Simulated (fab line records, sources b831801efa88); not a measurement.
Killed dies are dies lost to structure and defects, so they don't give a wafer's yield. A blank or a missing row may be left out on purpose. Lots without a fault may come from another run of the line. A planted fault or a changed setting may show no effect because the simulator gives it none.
Problem report in the 8D (eight disciplines) form, filled by code | flow sky130 | the parts of the form that need people (team, actions taken, sign-off) are left out

1. THE PROBLEM
beam_energy_keV at SKY_LDD_LDN_IMPLANT_08 reads a mean of 18.258 on 6 wafers of 2 lots; wafers without a fault read 14.999 with a standard deviation of 0.0039. That is +99 or more standard deviations from the usual mean.
First seen on wafer L503.1, day 26 19:23, on implanter-04. The record holds 36 wafers of 12 lots with a number at this step. Rule for "out", or "out of limits": more than 4 standard deviations from the usual mean. The other wafers with a number count as sound.

2. WHAT IT IS AND WHAT IT IS NOT
question                    | is                     | is not
which readings at this step | beam_energy_keV        | end_station_pressure_torr
which lots                  | L503, L504             | L493, L495, L496, L499, L501, L509, L512, L514, L515, L516
which wafers of those lots  | all that have a number | -
read on which tools         | implanter-04           | implanter-02, implanter-03
when                        | from day 26 19:23      | up to then (15 sound wafers); but 15 sound wafers of L509, L512, L514, L515, L516 came after

3. SUSPECTS, AND WHAT RULES EACH OUT
Counting: a tool at a process step up to the reading stays a suspect if it ran every lot that is out and no sound lot after the first of them.
- rie_diel-01 at SKY_POLY_GATE_ETCH_16 (etches Si3N4 in CH3F/O2, stops on poly-Si, time 147.5 s, target depth 75 nm): ruled out as a lasting fault. Sound lots L514 ran on it after its first lot that is out, L503 (day 20 08:47).
- implanter-04 at SKY_LDD_LDN_IMPLANT_08: ruled out as a lasting fault. Sound lots L514, L516 ran on it after its first lot that is out, L503 (day 26 19:23).
Left after counting: nothing in the record.

4. THE CAUSE (what the simulator had put in)
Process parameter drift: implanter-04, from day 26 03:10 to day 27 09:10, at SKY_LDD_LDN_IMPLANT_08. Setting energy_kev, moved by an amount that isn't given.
Counting ruled it out, wrongly.

5. THE CHAIN OF EFFECTS, in route order
Each row: a reading whose mean over the struck wafers that have a number lies more than 3 standard deviations from the usual. Only readings for which the record gives a usual standard deviation are gone through. hours: the time from each lot's start at the first step in this table that gives one to its start at this step, as a median over the lots. sigmas: the change in usual standard deviations.
hours | step                   | reading         | usual  | on struck wafers | change | sigmas
0     | SKY_LDD_LDN_IMPLANT_08 | beam_energy_keV | 14.999 | 18.258           | +3.259 | +99 or more
The process steps in it:
- SKY_LDD_LDN_IMPLANT_08

6. WHAT WOULD HAVE CAUGHT IT SOONER
In this record the first reading out of limits was taken at day 26 19:23, 16 hours after the fault began at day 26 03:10.
